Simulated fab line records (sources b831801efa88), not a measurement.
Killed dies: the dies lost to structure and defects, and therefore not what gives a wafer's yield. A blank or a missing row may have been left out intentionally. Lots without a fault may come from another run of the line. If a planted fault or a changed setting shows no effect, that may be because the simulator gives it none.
Comparing a struck lot with a sound one | flow sfq line | 42 steps out of a route of 325
Sound: these wafers, L737.1, L737.2, L737.6. The struck wafers were L747.3, L747.4, L747.5. The cause comes at the end.
At each step with rows: each side's tool, then ch and its chambers, then its first start. Under that, the readings that differ: sound wafers | struck wafers | difference of the means | sigmas: that difference in standard deviations of wafers without a fault.
alike: same words and numbers on both sides, and readings whose means sit less than 2 such deviations apart. not compared: any withheld reading, any reading some wafer has no value for, any bound like >300 that may hide the same value, and any number with overlapping values for which the record gives no deviation.
The two part at a step that has a row with sigmas, a row that says differs or no value, or rows on one side only. Numbers that have no deviation but don't overlap get no sigmas and don't part them. A reading that every wafer of one side lacks parts them only if that side has two wafers or more.

first, 6 steps without rows for these wafers: SFQ_TRILAYER_M1_LITHO_COAT_044 (resist thk 62 nm); SFQ_TRILAYER_M1_LITHO_COAT_039 (resist thk 600 nm); SFQ_TRILAYER_M1_LITHO_SOFTBAKE_043; SFQ_TRILAYER_M1_LITHO_EXPOSE_040 (exposes mask M1, target cd 500 nm); SFQ_TRILAYER_M1_LITHO_PEB_042 (peb time 60 s); SFQ_TRILAYER_M1_LITHO_DEVELOP_041 (time 60 s).
SFQ_M1_OVL_MEAS_911:
  struck on overlay-02, day 19 19:55; sound on overlay-01, day 18 21:43
  alike: M1_OVL
then, 2 steps without rows for these wafers: SFQ_TRILAYER_M1_BARC_OPEN_METAL_ETCH_054 (etches BARC in O2, target depth 125 nm, time 41.7 s); SFQ_TRILAYER_M1_ETCH_METAL_ETCH_042 (etches Nb in Cl2/Ar, stops on SiO2, target depth 240 nm, time 120 s).
SFQ_TRILAYER_M1_STRIP_STRIP_043: strips in O2.
  sound on rie metal-04 ch 0,1, day 18 21:56; struck on rie metal-04 ch 0,1, day 19 20:19
  alike: drypump motor current A, oes product au, platen temp c
  not compared: rf hours counter h
then, 1 step without rows for these wafers: SFQ_TRILAYER_M1_STRIP_SOLV_CLEAN_044 (cleans in NMP, time 600 s).
SFQ_TRILAYER_I1_DEP_PECVD_045: deposits SiO2 from SiH4/N2O, time 111.11 s, target thk 500 nm.
  sound on pecvd-04 ch 0,1,2, day 18 22:43; struck on pecvd-03 ch 1,2, day 19 20:57
  reading                | sound          | struck         | difference | sigmas
  throttle valve pct (%) | 22.8 23.2 24.1 | 27.2 25.7 26.2 | +3.0       | +2
  alike: heater power w
SFQ_TRILAYER_I1_CMP_CMP_046: polishes SiO2.
  sound on cmp-01 ch 0,1,3, day 18 23:17; struck on cmp-01 ch 1,2,3, day 19 23:22
  reading                                             | sound             | struck            | difference | sigmas
  time to endpoint s (s)                              | 205 217 223       | 289 284 287       | +72        | +8
  model.SiO2_of_TRILAYER_I1_DEP_PECVD_045.thk nm (nm) | 198.7 199.2 200.1 | 307.4 307.2 308.6 | +108.4     |
  alike: motor current A
SFQ_I1_BOW_MEAS_912:
  struck on film metro-02, day 20 03:44; sound on film metro-04, day 19 01:47
  reading     | sound     | struck | difference                    | sigmas
  I1_BOW (um) | -4 -10 -3 | - - -  | no value on the struck wafers |
SFQ_TRILAYER_I1_METRO_MEASURE_047:
  struck on film metro-02, day 20 09:50; sound on film metro-04, day 19 01:55
  reading     | sound             | struck            | difference | sigmas
  thk nm (nm) | 198.7 199.3 200.1 | 307.6 307.2 308.8 | +108.5     | +99
then, 6 steps without rows for these wafers: SFQ_TRILAYER_I1_VIA_LITHO_COAT_054 (resist thk 62 nm); SFQ_TRILAYER_I1_VIA_LITHO_COAT_049 (resist thk 650 nm); SFQ_TRILAYER_I1_VIA_LITHO_SOFTBAKE_053; SFQ_TRILAYER_I1_VIA_LITHO_EXPOSE_050 (exposes mask I1, target cd 500 nm); SFQ_TRILAYER_I1_VIA_LITHO_PEB_052 (peb time 60 s); SFQ_TRILAYER_I1_VIA_LITHO_DEVELOP_051 (time 60 s).
-- the record jumps here: 6 days lie between the struck wafers' starts before and after --
SFQ_I1_OVL_MEAS_913:
  struck on overlay-02, day 26 04:24; sound on overlay-01, day 25 04:23
  alike: I1_OVL
then, 1 step without rows for these wafers: SFQ_TRILAYER_I1_VIA_BARC_OPEN_VIA_ETCH_071 (etches BARC in O2, target depth 125 nm, time 41.7 s).
SFQ_TRILAYER_I1_VIA_ETCH_VIA_ETCH_052: etches SiO2 in CHF3, stops on Nb, target depth 260 nm.
  sound on rie diel-01 ch 2,3, day 25 04:28; struck on rie diel-01 ch 0,2,3, day 26 04:28
  reading                        | sound             | struck            | difference | sigmas
  bias w (W)                     | 79.64 79.30 79.96 | 80.25 79.91 80.43 | +0.56      | +2
  oes product au (a.u.)          | 0.854 0.850 0.850 | 0.999 1.005 1.006 | +0.152     | +26
  model.etch.depth nm (nm)       | 198.7 199.2 200.1 | 259.2 256.9 263.4 | +60.5      |
  model.I1.feature depth nm (nm) | 198.7 199.2 200.1 | 259.2 256.9 263.4 | +60.5      |
  alike: drypump motor current A
SFQ_TRILAYER_I1_VIA_STRIP_STRIP_053: strips in O2.
  sound on rie metal-01 ch 0,1, day 25 04:35; struck on rie metal-04 ch 0,1, day 26 04:47
  alike: drypump motor current A, oes product au, platen temp c
  not compared: rf hours counter h
then, 1 step without rows for these wafers: SFQ_TRILAYER_I1_VIA_STRIP_SOLV_CLEAN_054 (cleans in NMP, time 600 s).
SFQ_TRILAYER_M2_DEP_PRE_CLEAN_056: time 22.5 s.
  struck on pvd sputter-03, day 26 05:22; sound on pvd sputter-04, day 25 05:21
  reading                                             | sound             | struck            | difference | sigmas
  model.SiO2_of_TRILAYER_I1_DEP_PECVD_045.thk nm (nm) | 191.2 191.7 192.6 | 299.9 299.7 301.1 | +108.4     |
then, 1 step without rows for these wafers: SFQ_TRILAYER_M2_DEP_SPUTTER_055 (material Nb, target thk 200 nm, time 133.3 s).
SFQ_M2_RS_MEAS_914: a four-point-probe measurement.
  struck on film metro-03, day 26 05:32; sound on film metro-02, day 25 05:28
  alike: M2_NB_RS
then, 6 steps without rows for these wafers: SFQ_TRILAYER_M2_LITHO_COAT_062 (resist thk 62 nm); SFQ_TRILAYER_M2_LITHO_COAT_057 (resist thk 600 nm); SFQ_TRILAYER_M2_LITHO_SOFTBAKE_061; SFQ_TRILAYER_M2_LITHO_EXPOSE_058 (exposes mask M2, target cd 500 nm); SFQ_TRILAYER_M2_LITHO_PEB_060 (peb time 60 s); SFQ_TRILAYER_M2_LITHO_DEVELOP_059 (time 60 s).
-- the record jumps here: 7 days lie between the struck wafers' starts before and after --
SFQ_M2_OVL_MEAS_916:
  struck on overlay-01, day 33 10:06; sound on overlay-02, day 32 12:06
  alike: M2_OVL
then, 1 step without rows for these wafers: SFQ_TRILAYER_M2_BARC_OPEN_METAL_ETCH_077 (etches BARC in O2, target depth 125 nm, time 41.7 s).
SFQ_TRILAYER_M2_ETCH_METAL_ETCH_060: etches Nb in Cl2/Ar, stops on SiO2, target depth 240 nm, time 120 s.
  sound on rie metal-02 ch 0,1, day 32 12:12; struck on rie metal-03 ch 0,1, day 33 10:14
  alike: bias w, drypump motor current A, oes product au
  not compared: rf hours counter h
then, 2 steps without rows for these wafers: SFQ_TRILAYER_M2_STRIP_STRIP_061 (strips in O2); SFQ_TRILAYER_M2_STRIP_SOLV_CLEAN_062 (cleans in NMP, time 600 s).
SFQ_TRILAYER_I2_DEP_PECVD_063: deposits SiO2 from SiH4/N2O, time 111.11 s, target thk 500 nm.
  sound on pecvd-03 ch 1,2, day 32 13:06; struck on pecvd-03 ch 0,1,2, day 33 11:05
  alike: heater power w, throttle valve pct
-- the record jumps here: 57 days lie between the struck wafers' starts before and after --
SFQ_M8_BOW_MEAS_951:
  struck on film metro-03, day 89 23:12; sound on film metro-03, day 85 05:44
  reading                 | sound             | struck            | difference | sigmas
  model.etest.i1.link ohm | 1.964 1.962 1.959 | 1e+06 1e+06 1e+06 | +1e+06     |
  alike: M8_BOW

## WHERE THEY PART
At SFQ_TRILAYER_I1_DEP_PECVD_045 first; at SFQ_TRILAYER_I1_VIA_ETCH_VIA_ETCH_052 last (within this record only). Later steps at which nothing parts them and some readings are alike: SFQ_TRILAYER_I1_VIA_STRIP_STRIP_053, SFQ_M2_RS_MEAS_914, SFQ_M2_OVL_MEAS_916, SFQ_TRILAYER_M2_ETCH_METAL_ETCH_060, SFQ_TRILAYER_I2_DEP_PECVD_063, SFQ_M8_BOW_MEAS_951.

WHY: the cause the simulator had injected
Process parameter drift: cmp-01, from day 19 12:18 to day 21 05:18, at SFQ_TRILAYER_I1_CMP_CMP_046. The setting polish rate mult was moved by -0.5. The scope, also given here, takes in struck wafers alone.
